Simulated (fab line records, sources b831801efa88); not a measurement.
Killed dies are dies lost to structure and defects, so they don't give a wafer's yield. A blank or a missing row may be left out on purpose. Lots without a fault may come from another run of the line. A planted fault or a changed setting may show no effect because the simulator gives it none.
Which tool did it? | flow gf180mcu | 7 lots, 20 wafers sampled, at 2 steps of a route of 602

WHAT THE GAUGES READ, wafer by wafer
GF_M1_CD_MEAS_14: target cd 230 nm.
lot  | measured     | on        | cd_nm (nm)
L998 | day 16 23:19 | cd_sem-02 | 231.0 230.9 229.3
L100 | day 18 02:14 | cd_sem-01 | 229.0 227.9 229.1
L102 | day 18 16:29 | cd_sem-01 | 225.8 227.9 227.9
L105 | day 19 20:43 | cd_sem-02 | 228.9 229.4 229.2
L107 | day 20 16:26 | cd_sem-02 | 228.3 227.2 228.1
L114 | day 23 14:59 | cd_sem-02 | 230.1 128.1
L119 | day 25 00:58 | cd_sem-02 | 228.9 228.5 229.4

WHICH TOOL RAN EACH LOT (tool, then ch and the chambers of the sampled wafers, then the start)
lot  | GF_M1_EXPOSE_11
L998 | krf_scanner-01 ch 0, day 16 12:25
L100 | krf_scanner-01 ch 0, day 17 14:40
L102 | krf_scanner-01 ch 0, day 18 05:12
L105 | krf_scanner-01 ch 0, day 19 09:11
L107 | krf_scanner-02 ch 0, day 20 04:26
L114 | krf_scanner-02 ch 0, day 23 03:27
L119 | krf_scanner-01 ch 0, day 24 13:58
- GF_M1_EXPOSE_11: exposes mask Metal1, target cd 230 nm.

THE ANSWER, worked out from the rows above alone
Rule: what is usual is taken from the lots themselves. Put in order of their means at a reading, lots are off if they are a third of the lots or fewer, leave a main group of 4 or more, and stand apart from it by a gap of 3 or more times the standard deviation of the main group's means; of several such gaps the widest counts. A main group whose means are all the same, to the digits that the tables above print for the reading, isn't used. A lot without any number at a reading at which 4 lots or more have one is off too. The other lots that the step has rows for count as sound.
Off: L114, at GF_M1_CD_MEAS_14 (cd_nm). The main group: mean 228.7 nm, standard deviation 1.
A tool fits if, at a process step before that reading, it ran every lot that is off, and no sound lot after the first of them. The gauges at GF_M1_CD_MEAS_14 are tried like those tools. One fits: krf_scanner-02 at GF_M1_EXPOSE_11. Its last sound lot is L107 (day 20 04:26), its first lot that is off L114 (day 23 03:27): a fault that began between those two fits.

WHAT THE SIMULATOR HAD PUT IN
Process parameter drift: krf_scanner-02, from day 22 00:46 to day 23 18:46, at GF_M1_EXPOSE_11. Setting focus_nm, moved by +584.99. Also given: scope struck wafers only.
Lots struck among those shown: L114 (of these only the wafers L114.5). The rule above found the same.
